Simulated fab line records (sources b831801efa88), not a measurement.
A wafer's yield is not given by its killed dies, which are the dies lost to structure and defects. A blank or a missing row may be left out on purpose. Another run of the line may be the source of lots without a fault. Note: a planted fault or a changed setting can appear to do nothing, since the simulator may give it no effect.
fab line records	flow sky130
record: lots: 11	wafers: 33	last_day: 50
route steps=708 shown FIELD_ISO@14 NWELL@33 PAD_OPEN@708
lots that met no fault: from a run of the same line without faults
start_h: start of the lot's first displayed wafer, in hours after the record's first day	wait_h: hours elapsed since this lot's preceding step	" as in the row above	L1.1+2: one row covering several wafers at once	- no value present, or no start provided	* or withheld: withheld	< > ~ a bound
route shown NAME@n: names a module that has steps shown in the file, with the first one's number in the route	usual: mean/standard deviation taken from wafers without a fault	same: alike in all rows	chamber/n: place in a boat	sites: readings site by site	_std_site: the standard deviation of these	_edge_site: mean of outer sites minus mean of inner sites	radius_mm: how far each site lies from the wafer's centre	mask NAME#n: copy n	behind: tool/chamber where the wafer was last shaped	hold: reason for holding the lot/hours on hold/outcome of the hold	device: the n, p or np transistor that did not switch	end of line: at the end of the route, the tests of the same wafers	where a step has no rows: the recipe by itself	killed: at the first sort, the dies lost to defects and structure; wafer yield is something else	map: per-die view of a wafer (x killed, . not killed, _ where there is no die)
set.NAME: the setting as run; set.NAME@STEP: as run at that earlier step	model.NAME: the simulator's own value behind a step, which no gauge read
the route's steps for a sample of lots (tables are steps, rows are wafers)
services: the hour from which a tool's chamber was out of use, counted from the record's first day as start_h (under 0 if before that day), plus the number of hours and why
== steps ==
step: SKY_FIELD_ISO_CD_MEAS_13
recipe: target_cd_nm: 150
usual: cd_nm: 150.7/1.4
lot.wafer	tool	chamber	start_h	wait_h	cd_nm
L598.1	cd_sem-01	-	43.28	-	152.8
L598.2	"	-	"	"	153.4
L598.4	"	-	"	"	152.0
L599.4	cd_sem-01	-	50.83	-	148.9
L599.5	"	-	"	"	150.1
L599.6	"	-	"	"	150.3
L602.1	cd_sem-01	-	63.82	-	148.9
L602.2	"	-	"	"	149.1
L602.6	"	-	"	"	150.4
L605.1	cd_sem-02	-	81.07	-	151.9
L605.2	"	-	"	"	151.7
L605.3	"	-	"	"	151.0
L606.2	cd_sem-01	-	85.84	-	150.6
L606.4	"	-	"	"	149.7
L606.6	"	-	"	"	151.4
L607.2	cd_sem-01	-	89.94	-	149.9
L607.3	"	-	"	"	150.8
L607.4	"	-	"	"	150.5
L609.3	cd_sem-02	-	100.92	-	150.1
L609.4	"	-	"	"	148.7
L609.6	"	-	"	"	148.2
L610.2	cd_sem-01	-	106.79	-	151.1
L610.4	"	-	"	"	149.6
L610.5	"	-	"	"	151.1
L611.1	cd_sem-02	-	112.37	-	151.1
L611.3	"	-	"	"	149.2
L611.5	"	-	"	"	149.6
L613.2	cd_sem-02	-	123.00	-	152.3
L613.3	"	-	"	"	152.6
L613.6	"	-	"	"	152.1
L618.2	cd_sem-02	-	149.10	-	150.7
L618.3	"	-	"	"	151.6
L618.4	"	-	"	"	150.9
step: SKY_FIELD_ISO_ETCH_17
recipe: target_depth_a: 3420	mask_material: Si3N4	chemistry: HBr/Cl2/O2	target: Si	taper_deg: 5	icp_w: 600	bias_w: 150	pressure_mtorr: 15	HBr_flow_sccm: 150	Cl2_flow_sccm: 40	O2_flow_sccm: 6	time_s: 97.7
usual: drypump_motor_current_A: 5.8/0.48	oes_product_au: 0.998/0.0082	throttle_valve_pct: 25.658/0.0099
lot.wafer	tool	chamber	start_h	wait_h	drypump_motor_current_A	oes_product_au	rf_hours_counter_h	throttle_valve_pct
L598.1	rie_si-02	1	43.60	0.1	4.9	0.993	3	25.654
L598.2	"	2	"	"	6.2	0.985	49	25.675
L598.4	"	3	"	"	5.9	0.986	25	25.654
L599.4	rie_si-02	0	51.09	0.0	5.7	0.997	1	25.675
L599.5	"	0	"	"	5.7	1.006	-	25.657
L599.6	"	3	"	"	5.9	0.995	-	25.663
L602.1	rie_si-02	0	64.14	0.1	5.7	1.011	1	25.657
L602.2	"	2	"	"	6.2	0.996	49	25.657
L602.6	"	0	"	"	5.7	1.008	-	25.650
L605.1	rie_si-01	3	81.39	0.1	5.6	1.008	126	25.646
L605.2	"	0	"	"	6.7	1.007	20	25.654
L605.3	"	2	"	"	5.9	1.012	66	25.654
L606.2	rie_si-02	0	86.14	0.1	5.7	0.996	1	25.642
L606.4	"	2	"	"	6.1	1.003	50	25.660
L606.6	"	1	"	"	4.9	0.998	-	25.645
L607.2	rie_si-01	0	90.24	0.1	6.8	0.999	20	25.655
L607.3	"	2	"	"	6.0	0.999	66	25.670
L607.4	"	3	"	"	5.6	1.008	126	25.656
L609.3	rie_si-01	1	101.25	0.0	5.8	0.987	16	25.666
L609.4	"	3	"	"	5.6	1.007	126	25.656
L609.6	"	3	"	"	5.6	1.003	-	25.642
L610.2	rie_si-02	1	107.09	0.1	4.9	1.006	4	25.647
L610.4	"	0	"	"	5.7	1.007	1	25.668
L610.5	"	0	"	"	5.7	0.994	-	25.660
L611.1	rie_si-01	1	112.69	0.1	5.8	0.988	16	25.662
L611.3	"	2	"	"	6.0	0.999	66	25.633
L611.5	"	2	"	"	5.9	1.001	-	25.650
L613.2	rie_si-01	0	123.30	0.1	6.7	1.001	20	25.642
L613.3	"	2	"	"	5.9	0.998	66	25.649
L613.6	"	1	"	"	5.8	0.993	-	25.672
L618.2	rie_si-02	2	149.40	0.1	6.2	0.989	50	25.660
L618.3	"	1	"	"	4.9	0.994	4	25.647
L618.4	"	3	"	"	5.9	0.997	26	25.669
step: SKY_NWELL_OXIDATION_01
recipe: temp_c: 900	ambient: O2	stabilise_s: 600	purge_s: 300	target_thk_a: 100	ox_time_s: 1418
usual: spike_tc_bottom_C: 920.1/1.4	spike_tc_centre_C: 900.8/0.96	spike_tc_lower_C: 900.9/1	spike_tc_top_C: 914.5/1.2	spike_tc_upper_C: 899.8/1	tube_center_temp_C: 900/0.081	tube_center_temp_C_max: 902.3/0.37	zone_power_lower_pct: 18.21/0.23	zone_power_top_pct: 29.7/0.55	zone_power_upper_pct: 17.79/0.19
lot.wafer	tool	chamber	start_h	wait_h	spike_tc_bottom_C	spike_tc_centre_C	spike_tc_lower_C	spike_tc_top_C	spike_tc_upper_C	tube_center_temp_C	tube_center_temp_C_max	zone_power_lower_pct	zone_power_top_pct	zone_power_upper_pct
L598.1	furnace-02	0	49.98	0.3	918.8	901.3	901.1	913.8	900.1	900.03	902.4	18.42	29.0	17.97
L598.2	"	0	"	"	918.3	898.9	901.6	915.6	899.1	900.07	902.3	18.17	28.6	18.01
L598.4	"	0	"	"	919.0	901.0	899.8	915.5	898.9	900.01	902.3	17.89	29.4	17.77
L599.4	furnace-02	0	56.64	0.0	919.3	901.5	902.2	915.0	897.1	899.96	902.8	18.40	28.9	18.22
L599.5	"	0	"	"	918.2	902.4	899.5	915.5	900.0	899.95	902.0	18.51	29.0	17.97
L599.6	"	0	"	"	918.6	900.7	901.3	914.7	899.3	900.1	902.0	17.99	29.1	17.75
L602.1	furnace-02	0	68.54	0.0	920.0	900.1	901.5	915.3	899.7	900.07	903.1	18.13	28.9	18.01
L602.2	"	0	"	"	920.0	900.5	902.5	914.4	899.1	900	902.0	18.10	29.5	18.18
L602.6	"	0	"	"	919.4	900.0	899.6	914.6	898.7	900.02	901.9	17.91	28.9	17.74
L605.1	furnace-02	0	94.29	1.9	918.4	900.1	901.1	915.3	899.0	899.73	901.9	18.11	29.3	17.58
L605.2	"	0	"	"	918.7	900.3	902.3	914.7	902.0	899.98	902.0	18.15	29.2	17.98
L605.3	"	0	"	"	920.3	900.5	900.5	915.2	900.0	900.07	902.9	18.15	28.8	17.70
L606.2	furnace-02	0	97.18	1.0	835.5	817.0	815.7	832.9	814.7	815.53	819.1	14.67	24.6	15.07
L606.4	"	0	"	"	833.4	816.6	815.6	831.5	814.2	815.53	818.1	14.82	25.4	14.67
L606.6	"	0	"	"	834.2	815.8	818.4	834.2	814.2	815.49	818.9	14.65	25.0	14.55
L607.2	furnace-02	0	98.58	0.5	835.1	815.9	818.5	832.3	816.1	815.55	818.1	14.61	24.9	14.64
L607.3	"	0	"	"	834.8	816.5	815.9	832.9	816.2	815.66	817.7	14.62	24.9	14.59
L607.4	"	0	"	"	833.4	817.0	817.9	831.4	814.0	815.56	817.8	14.72	24.8	14.79
L609.3	furnace-01	0	107.90	1.1	920.2	901.2	900.0	914.4	900.3	900	902.1	18.59	30.0	17.84
L609.4	"	0	"	"	920.4	900.7	899.1	913.4	900.3	899.96	902.2	18.23	30.0	17.61
L609.6	"	0	"	"	919.8	900.7	900.4	913.4	899.9	900.15	902.4	18.38	30.0	17.47
L610.2	furnace-01	0	112.50	0.0	921.7	900.7	899.8	913.6	900.5	899.96	902.3	18.12	30.3	17.59
L610.4	"	0	"	"	919.6	901.7	899.1	915.8	899.5	900.05	902.3	18.13	30.0	17.77
L610.5	"	0	"	"	923.1	898.6	899.9	913.3	900.0	899.87	902.2	18.48	29.9	17.60
L611.1	furnace-01	0	118.36	0.4	920.2	902.5	900.0	914.0	899.6	900.11	902.4	18.77	30.1	17.77
L611.3	"	0	"	"	922.5	900.6	899.9	913.7	901.5	899.92	902.7	18.43	29.9	17.56
L611.5	"	0	"	"	921.2	900.8	901.3	912.8	901.1	899.95	902.7	18.03	29.9	17.62
L613.2	furnace-01	0	128.06	0.0	921.0	899.5	901.2	913.0	899.6	900.12	902.4	18.64	29.9	17.34
L613.3	"	0	"	"	921.2	902.4	900.9	913.8	900.9	900.07	902.5	18.07	30.2	17.90
L613.6	"	0	"	"	921.0	900.6	901.8	914.2	900.8	899.98	902.6	18.47	29.9	18.00
L618.2	furnace-01	0	155.52	1.4	920.8	901.4	899.8	915.1	899.9	899.95	902.1	18.11	29.8	17.69
L618.3	"	0	"	"	919.4	900.1	903.4	915.5	899.8	900.06	902.2	18.39	30.2	17.73
L618.4	"	0	"	"	920.7	900.2	900.0	913.0	898.8	900.1	902.4	18.38	29.8	17.70
step: SKY_NWELL_THK_MEAS_02
recipe: reads: SiO2_of_NWELL_OXIDATION_01
usual: NWELL_OXIDATION_THK: 9.91/0.15
lot.wafer	tool	chamber	start_h	wait_h	NWELL_OXIDATION_THK[nm]
L598.1	film_metro-03	-	51.38	0.0	9.91
L598.2	"	-	"	"	9.94
L598.4	"	-	"	"	9.92
L599.4	film_metro-03	-	58.06	0.0	9.93
L599.5	"	-	"	"	9.81
L599.6	"	-	"	"	9.99
L602.1	film_metro-03	-	69.94	0.0	9.76
L602.2	"	-	"	"	9.92
L602.6	"	-	"	"	9.78
L605.1	film_metro-03	-	95.68	0.0	9.88
L605.2	"	-	"	"	9.53
L605.3	"	-	"	"	9.73
L606.2	film_metro-03	-	98.59	0.0	3.26
L606.4	"	-	"	"	3.24
L606.6	"	-	"	"	3.46
L607.2	film_metro-03	-	99.98	0.0	3.55
L607.3	"	-	"	"	3.27
L607.4	"	-	"	"	3.26
L609.3	film_metro-04	-	109.31	0.0	10.05
L609.4	"	-	"	"	10.11
L609.6	"	-	"	"	10.10
L610.2	film_metro-03	-	113.90	0.0	9.89
L610.4	"	-	"	"	9.95
L610.5	"	-	"	"	9.95
L611.1	film_metro-03	-	119.75	0.0	10.24
L611.3	"	-	"	"	9.97
L611.5	"	-	"	"	9.96
L613.2	film_metro-01	-	129.47	0.0	9.86
L613.3	"	-	"	"	9.86
L613.6	"	-	"	"	9.77
L618.2	film_metro-04	-	156.93	0.0	10.13
L618.3	"	-	"	"	10.06
L618.4	"	-	"	"	10.09
step: SKY_NWELL_STRIP_14
recipe: chemistry: O2/N2	power_w: 1400	pressure_mtorr: 1500	platen_temp_c: withheld	o2_flow_sccm: 3000	n2_flow_sccm: 300	overash_fraction: 0.5
usual: drypump_motor_current_A: 5.9/0.42	oes_product_au: 0.723/0.0042	strip_time_to_endpoint_s: 36.92/0.088
lot.wafer	tool	chamber	start_h	wait_h	drypump_motor_current_A	oes_product_au	rf_hours_counter_h	strip_time_to_endpoint_s
L598.1	plasma_asher-03	1	100.66	0.1	5.9	0.727	28	36.88
L598.2	"	0	"	"	6.0	0.720	28	36.86
L598.4	"	0	"	"	6.0	0.724	-	36.96
L599.4	plasma_asher-03	0	110.04	0.1	6.0	0.718	-	36.92
L599.5	"	1	"	"	5.9	0.724	-	36.93
L599.6	"	0	"	"	6.0	0.719	-	36.90
L602.1	plasma_asher-01	0	121.85	0.1	5.6	0.721	0	36.98
L602.2	"	1	"	"	5.4	0.719	0	37.01
L602.6	"	0	"	"	5.6	0.722	-	37.00
L605.1	plasma_asher-01	0	150.26	0.1	5.7	0.720	3	36.97
L605.2	"	1	"	"	5.4	0.723	3	36.99
L605.3	"	0	"	"	5.7	0.721	-	36.96
L606.2	plasma_asher-03	0	152.76	0.1	6.1	0.723	33	36.90
L606.4	"	0	"	"	6.0	0.725	-	36.76
L606.6	"	0	"	"	6.0	0.730	-	36.81
L607.2	plasma_asher-02	0	154.36	0.1	5.3	0.718	48	36.98
L607.3	"	0	"	"	5.3	0.719	-	36.88
L607.4	"	1	"	"	6.5	0.728	-	37.00
L609.3	plasma_asher-03	0	165.84	0.1	6.1	0.719	-	36.81
L609.4	"	1	"	"	5.9	0.723	-	36.91
L609.6	"	1	"	"	5.9	0.727	-	36.89
L610.2	plasma_asher-03	0	172.15	0.1	6.0	0.717	35	36.88
L610.4	"	1	"	"	5.9	0.727	-	36.80
L610.5	"	1	"	"	5.9	0.718	-	36.84
L611.1	plasma_asher-02	0	177.01	0.1	5.2	0.718	51	36.80
L611.3	"	0	"	"	5.3	0.727	-	36.82
L611.5	"	1	"	"	6.5	0.730	-	36.88
L613.2	plasma_asher-02	1	188.55	0.1	6.5	0.727	52	36.80
L613.3	"	0	"	"	5.2	0.727	-	36.75
L613.6	"	1	"	"	6.5	0.720	-	36.73
L618.2	plasma_asher-03	0	220.46	0.1	6.0	0.721	38	36.83
L618.3	"	0	"	"	6.0	0.723	-	36.91
L618.4	"	1	"	"	5.9	0.730	-	36.85
step: SKY_PAD_OPEN_PROBE_99
usual: killed_at_M0_to_M3: 44/6.6	killed_at_M4_up: 3.0/2	killed_at_contacts: 24/5.1	killed_at_front_end: 15/4.1	killed_at_other: 0.4/0.62	killed_dies: 86/9.3	killed_open: 46/6.8	killed_short: 40/5.8
same: gross_dies: 492	killed_at_back_side: 0
lot.wafer	tool	chamber	start_h	wait_h	killed_at_M0_to_M3	killed_at_M4_up	killed_at_contacts	killed_at_front_end	killed_at_other	killed_dies	killed_open	killed_short
L598.1	prober-01	-	1084.02	0.1	39	1	32	17	0	89	55	34
L598.2	prober-01	-	1084.07	0.1	40	2	18	13	1	74	43	30
L598.4	prober-01	-	1084.17	0.2	42	1	28	19	1	91	50	40
L599.4	prober-02	-	1106.61	0.2	49	0	27	17	0	93	57	36
L599.5	prober-02	-	1106.66	0.2	47	3	32	15	0	97	53	42
L599.6	prober-02	-	1106.71	0.2	46	5	28	15	0	94	47	45
L602.1	prober-01	-	1112.93	0.1	40	3	26	17	1	87	42	45
L602.2	prober-01	-	1112.98	0.1	49	2	16	17	0	84	44	40
L602.6	prober-01	-	1113.18	0.2	36	2	23	22	0	83	47	36
L606.2	prober-01	-	1140.12	0.1	43	3	14	9	0	69	31	38
L606.4	prober-01	-	1140.22	0.2	36	3	25	17	0	81	46	35
L606.6	prober-01	-	1140.32	0.2	60	2	21	12	0	95	43	51
L605.1	prober-02	-	1141.29	0.1	46	4	34	11	1	96	53	43
L605.2	prober-02	-	1141.34	0.1	47	2	32	16	0	97	58	38
L605.3	prober-02	-	1141.39	0.2	47	1	28	10	0	86	41	45
L607.2	prober-01	-	1144.96	0.1	45	3	18	14	0	80	39	41
L607.3	prober-01	-	1145.01	0.2	55	2	12	24	0	93	56	37
L607.4	prober-01	-	1145.06	0.2	54	3	20	12	1	90	41	49
L609.3	prober-01	-	1150.60	0.2	47	5	31	18	0	101	51	50
L609.4	prober-01	-	1150.65	0.2	64	2	20	14	1	101	59	42
L609.6	prober-01	-	1150.75	0.2	45	2	22	11	0	80	44	36
L610.2	prober-02	-	1154.69	0.1	42	5	27	13	0	87	48	39
L610.4	prober-02	-	1154.79	0.2	41	11	28	18	0	98	49	49
L610.5	prober-02	-	1154.84	0.2	32	4	23	13	0	72	32	40
L611.1	prober-01	-	1159.87	0.1	43	2	29	15	0	89	44	45
L611.3	prober-01	-	1159.97	0.2	59	2	25	15	1	102	58	44
L611.5	prober-01	-	1160.07	0.2	50	3	35	13	0	101	64	37
L613.2	prober-01	-	1169.43	0.1	45	2	22	23	0	92	43	49
L613.3	prober-01	-	1169.48	0.2	41	1	26	14	1	83	51	32
L613.6	prober-01	-	1169.63	0.2	43	4	21	6	0	74	41	33
L618.2	prober-01	-	1191.80	0.1	32	3	25	13	1	74	36	38
L618.3	prober-01	-	1191.85	0.2	47	0	26	8	0	81	46	35
L618.4	prober-01	-	1191.90	0.2	37	5	23	21	0	86	51	34
killed by level:class
L598.1 VIA1:geometric_particle:open=16 CONTACT:geometric_particle:open=10 FIELD_ISO:geometric_particle:open=8 LI_CONTACT:geometric_particle:open=8 LOCAL_INTERCONNECT:geometric_particle:short=7 VIA1:geometric_particle:short=6 VIA2:geometric_particle:open=4 VIA3:geometric_particle:open=4
L598.2 VIA1:geometric_particle:open=11 CONTACT:geometric_particle:open=8 VIA2:geometric_particle:open=7 VIA3:geometric_particle:open=7 FIELD_ISO:geometric_particle:short=4 POLY_GATE:geometric_particle:short=4 VIA2:geometric_particle:short=4 METAL3:geometric_particle:short=4
L598.4 VIA1:geometric_particle:open=9 CONTACT:geometric_particle:open=9 LI_CONTACT:geometric_particle:open=8 VIA1:geometric_particle:short=8 FIELD_ISO:geometric_particle:open=6 POLY_GATE:geometric_particle:open=6 LOCAL_INTERCONNECT:geometric_particle:short=5 CONTACT:geometric_particle:short=5
L599.4 VIA3:geometric_particle:open=14 VIA1:geometric_particle:open=10 LI_CONTACT:geometric_particle:open=8 CONTACT:geometric_particle:open=7 LOCAL_INTERCONNECT:geometric_particle:short=6 FIELD_ISO:geometric_particle:short=5 POLY_GATE:geometric_particle:open=5 VIA2:geometric_particle:open=5
L599.5 VIA1:geometric_particle:open=14 CONTACT:geometric_particle:open=9 LI_CONTACT:geometric_particle:short=6 VIA2:geometric_particle:open=6 POLY_GATE:geometric_particle:short=5 VIA3:geometric_particle:open=5 LI_CONTACT:geometric_particle:open=5 LOCAL_INTERCONNECT:geometric_particle:short=5
L599.6 VIA1:geometric_particle:short=9 LI_CONTACT:geometric_particle:open=9 VIA1:geometric_particle:open=9 METAL1:geometric_particle:short=7 CONTACT:geometric_particle:open=7 VIA2:geometric_particle:open=7 POLY_GATE:geometric_particle:short=5 VIA3:geometric_particle:open=5
L602.1 VIA1:geometric_particle:open=10 CONTACT:geometric_particle:short=8 LI_CONTACT:geometric_particle:open=7 VIA3:geometric_particle:open=7 CONTACT:geometric_particle:open=6 POLY_GATE:geometric_particle:short=5 METAL3:geometric_particle:short=5 METAL1:geometric_particle:short=4
L602.2 VIA1:geometric_particle:open=13 METAL2:geometric_particle:short=7 VIA2:geometric_particle:open=6 METAL1:geometric_particle:short=5 POLY_GATE:geometric_particle:open=4 LI_CONTACT:geometric_particle:open=4 CONTACT:geometric_particle:open=4 VIA1:geometric_particle:short=4
L602.6 CONTACT:geometric_particle:open=11 VIA1:geometric_particle:open=8 FIELD_ISO:geometric_particle:short=6 VIA1:geometric_particle:short=6 VIA2:geometric_particle:open=6 POLY_GATE:geometric_particle:open=5 LOCAL_INTERCONNECT:geometric_particle:short=5 VIA3:geometric_particle:open=5
L606.2 METAL1:geometric_particle:short=12 VIA1:geometric_particle:open=8 VIA2:geometric_particle:open=6 LOCAL_INTERCONNECT:geometric_particle:short=4 VIA3:geometric_particle:short=4 FIELD_ISO:geometric_particle:short=3 LI_CONTACT:geometric_particle:open=3 CONTACT:geometric_particle:open=3
L606.4 CONTACT:geometric_particle:open=9 VIA3:geometric_particle:open=7 VIA1:geometric_particle:open=7 LOCAL_INTERCONNECT:geometric_particle:short=6 METAL1:geometric_particle:short=6 FIELD_ISO:geometric_particle:open=5 POLY_GATE:geometric_particle:open=5 LI_CONTACT:geometric_particle:open=5
L606.6 VIA1:geometric_particle:open=12 METAL1:geometric_particle:short=11 LOCAL_INTERCONNECT:geometric_particle:short=7 VIA2:geometric_particle:open=7 VIA1:geometric_particle:short=6 METAL3:geometric_particle:short=6 CONTACT:geometric_particle:short=5 CONTACT:geometric_particle:open=5
L605.1 CONTACT:geometric_particle:open=12 LI_CONTACT:geometric_particle:open=10 VIA1:geometric_particle:open=9 METAL1:geometric_particle:short=6 VIA3:geometric_particle:open=5 VIA1:geometric_particle:short=5 VIA2:geometric_particle:open=5 FIELD_ISO:geometric_particle:short=4
L605.2 VIA1:geometric_particle:open=17 CONTACT:geometric_particle:open=13 VIA2:geometric_particle:open=7 LI_CONTACT:geometric_particle:open=6 METAL1:geometric_particle:short=6 CONTACT:geometric_particle:short=6 VIA3:geometric_particle:open=6 POLY_GATE:geometric_particle:short=5
L605.3 VIA1:geometric_particle:open=10 CONTACT:geometric_particle:short=8 CONTACT:geometric_particle:open=8 LOCAL_INTERCONNECT:geometric_particle:short=7 VIA2:geometric_particle:open=7 VIA1:geometric_particle:short=6 VIA3:geometric_particle:open=6 METAL2:geometric_particle:short=5
L607.2 VIA1:geometric_particle:open=10 FIELD_ISO:geometric_particle:short=7 VIA1:geometric_particle:short=7 METAL2:geometric_particle:short=6 CONTACT:geometric_particle:open=5 VIA3:geometric_particle:open=5 LI_CONTACT:geometric_particle:open=4 LOCAL_INTERCONNECT:geometric_particle:short=4
L607.3 VIA1:geometric_particle:open=12 FIELD_ISO:geometric_particle:open=10 VIA3:geometric_particle:open=9 FIELD_ISO:geometric_particle:short=6 VIA2:geometric_particle:open=6 VIA1:geometric_particle:short=5 POLY_GATE:geometric_particle:open=5 CONTACT:geometric_particle:open=5
L607.4 METAL2:geometric_particle:short=8 VIA1:geometric_particle:open=8 METAL1:geometric_particle:short=7 CONTACT:geometric_particle:open=6 VIA3:geometric_particle:open=6 LI_CONTACT:geometric_particle:short=5 LI_CONTACT:geometric_particle:open=5 VIA2:geometric_particle:open=5
L609.3 CONTACT:geometric_particle:open=13 LI_CONTACT:geometric_particle:open=11 METAL1:geometric_particle:short=10 VIA1:geometric_particle:open=8 METAL2:geometric_particle:short=6 POLY_GATE:geometric_particle:short=5 VIA1:geometric_particle:short=5 VIA3:geometric_particle:open=5
L609.4 VIA1:geometric_particle:open=15 VIA3:geometric_particle:open=12 METAL1:geometric_particle:short=8 VIA2:geometric_particle:open=7 CONTACT:geometric_particle:open=7 VIA1:geometric_particle:short=7 POLY_GATE:geometric_particle:open=6 LI_CONTACT:geometric_particle:open=5
L609.6 VIA1:geometric_particle:open=12 CONTACT:geometric_particle:open=10 VIA1:geometric_particle:short=7 LI_CONTACT:geometric_particle:open=6 VIA3:geometric_particle:short=6 VIA2:geometric_particle:open=5 FIELD_ISO:geometric_particle:open=4 CONTACT:geometric_particle:short=4
L610.2 VIA1:geometric_particle:open=18 CONTACT:geometric_particle:open=9 LOCAL_INTERCONNECT:geometric_particle:short=6 VIA3:geometric_particle:open=6 VIA1:geometric_particle:short=5 FIELD_ISO:geometric_particle:open=4 LI_CONTACT:geometric_particle:open=4 CONTACT:geometric_particle:short=4
L610.4 CONTACT:geometric_particle:open=10 METAL4:geometric_particle:short=9 VIA1:geometric_particle:open=7 VIA2:geometric_particle:open=7 LI_CONTACT:geometric_particle:open=6 CONTACT:geometric_particle:short=6 METAL1:geometric_particle:short=6 VIA3:geometric_particle:open=6
L610.5 CONTACT:geometric_particle:open=8 LI_CONTACT:geometric_particle:open=6 VIA1:geometric_particle:short=6 VIA1:geometric_particle:open=6 FIELD_ISO:geometric_particle:short=5 METAL2:geometric_particle:short=4 METAL4:geometric_particle:short=4 POLY_GATE:geometric_particle:open=3
L611.1 VIA1:geometric_particle:open=10 LOCAL_INTERCONNECT:geometric_particle:short=7 CONTACT:geometric_particle:open=7 FIELD_ISO:geometric_particle:short=6 VIA2:geometric_particle:open=6 CONTACT:geometric_particle:short=6 METAL2:geometric_particle:short=6 METAL1:geometric_particle:short=5
L611.3 VIA2:geometric_particle:open=13 CONTACT:geometric_particle:open=13 VIA1:geometric_particle:open=9 VIA3:geometric_particle:open=8 METAL2:geometric_particle:short=7 VIA3:geometric_particle:short=7 CONTACT:geometric_particle:short=6 FIELD_ISO:geometric_particle:open=5
L611.5 VIA1:geometric_particle:open=14 CONTACT:geometric_particle:open=12 LI_CONTACT:geometric_particle:open=11 VIA3:geometric_particle:open=8 LOCAL_INTERCONNECT:geometric_particle:short=7 METAL1:geometric_particle:short=7 CONTACT:geometric_particle:short=5 METAL1:geometric_particle:open=5
L613.2 CONTACT:geometric_particle:open=10 METAL1:geometric_particle:short=7 POLY_GATE:geometric_particle:open=6 VIA1:geometric_particle:open=6 VIA1:geometric_particle:short=6 VIA3:geometric_particle:open=6 FIELD_ISO:geometric_particle:short=5 LOCAL_INTERCONNECT:geometric_particle:short=5
L613.3 CONTACT:geometric_particle:open=11 VIA2:geometric_particle:open=9 CONTACT:geometric_particle:short=6 METAL1:geometric_particle:short=6 VIA3:geometric_particle:open=6 VIA1:geometric_particle:open=6 POLY_GATE:geometric_particle:open=5 FIELD_ISO:geometric_particle:open=4
L613.6 LI_CONTACT:geometric_particle:open=9 CONTACT:geometric_particle:open=7 METAL1:geometric_particle:short=7 VIA1:geometric_particle:open=7 VIA2:geometric_particle:open=7 METAL2:geometric_particle:short=5 METAL4:geometric_particle:short=4 VIA3:geometric_particle:open=4
L618.2 CONTACT:geometric_particle:short=10 VIA1:geometric_particle:open=8 VIA2:geometric_particle:open=7 CONTACT:geometric_particle:open=6 VIA3:geometric_particle:open=6 POLY_GATE:geometric_particle:short=4 LI_CONTACT:geometric_particle:short=4 FIELD_ISO:geometric_particle:short=3
L618.3 VIA1:geometric_particle:open=11 CONTACT:geometric_particle:open=10 LI_CONTACT:geometric_particle:open=7 VIA2:geometric_particle:open=7 METAL2:geometric_particle:short=6 VIA3:geometric_particle:short=6 CONTACT:geometric_particle:short=5 METAL1:geometric_particle:short=4
L618.4 CONTACT:geometric_particle:open=9 VIA3:geometric_particle:open=8 POLY_GATE:geometric_particle:short=7 POLY_GATE:geometric_particle:open=7 VIA1:geometric_particle:open=7 VIA2:geometric_particle:open=7 LI_CONTACT:geometric_particle:open=5 LOCAL_INTERCONNECT:geometric_particle:short=4
== services ==
tool	chamber	start_h	hours	kind
plasma_asher-03	-	22.30	7.1	repair
rie_si-02	2	36.73	2.1	repair
plasma_asher-01	-	43.82	1.0	repair
furnace-02	-	46.65	3.3	pm
furnace-01	-	71.63	3.1	pm
furnace-02	-	75.12	14.8	repair
plasma_asher-03	-	96.32	1.0	repair
plasma_asher-02	-	108.02	2.8	pm
plasma_asher-01	-	108.75	9.0	pm
plasma_asher-01	0	108.75	9.0	vent_cycle
plasma_asher-01	1	108.75	9.0	vent_cycle
plasma_asher-01	0	117.75	-	clean
plasma_asher-01	1	117.75	-	clean
furnace-02	-	131.37	2.4	pm
furnace-01	-	139.84	4.4	pm
plasma_asher-01	-	165.10	2.6	repair
plasma_asher-03	-	166.29	1.3	repair
furnace-02	-	174.10	2.5	pm
plasma_asher-03	-	182.95	15.6	pm
rie_si-01	3	185.73	-	clean
rie_si-01	3	185.73	14.7	scheduled_down
rie_si-01	3	185.73	14.7	vent_cycle
furnace-02	-	215.61	3.0	pm
== key ==
first_sign: step: SKY_NWELL_OXIDATION_01	reading: tube_center_temp_C	direction: down	sigmas: 99+	usual: *	struck: *
effect: step: SKY_NWELL_OXIDATION_01	reading: tube_center_temp_C_max	direction: down	sigmas: 99+	usual: *	struck: *
effect: step: SKY_NWELL_THK_MEAS_02	reading: NWELL_OXIDATION_THK	direction: down	sigmas: 45	usual: 9.91	struck: 3.34
met_at SKY_NWELL_OXIDATION_01
struck_lots L606,L607
tester_left_out L606,L607
not_acting_at SKY_FIELD_ISO_CD_MEAS_13,SKY_FIELD_ISO_ETCH_17,SKY_NWELL_STRIP_14
onset_between 94.29 97.18
fault: kind: process_parameter_drift	tool: furnace-02	chamber: -	onset_h: 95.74	steps: SKY_NWELL_OXIDATION_01	channel: temp_c	offset: *	shape: step	end_h: 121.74	acts_in: *	stated: *
tester_left_out: of these lots the tester's yield and bins aren't shown, on N5 and GAA mostly nor the transistor test; their killed dies are dies lost to structure and defects alone, not to doping, threshold or leakage, so they don't give the yield
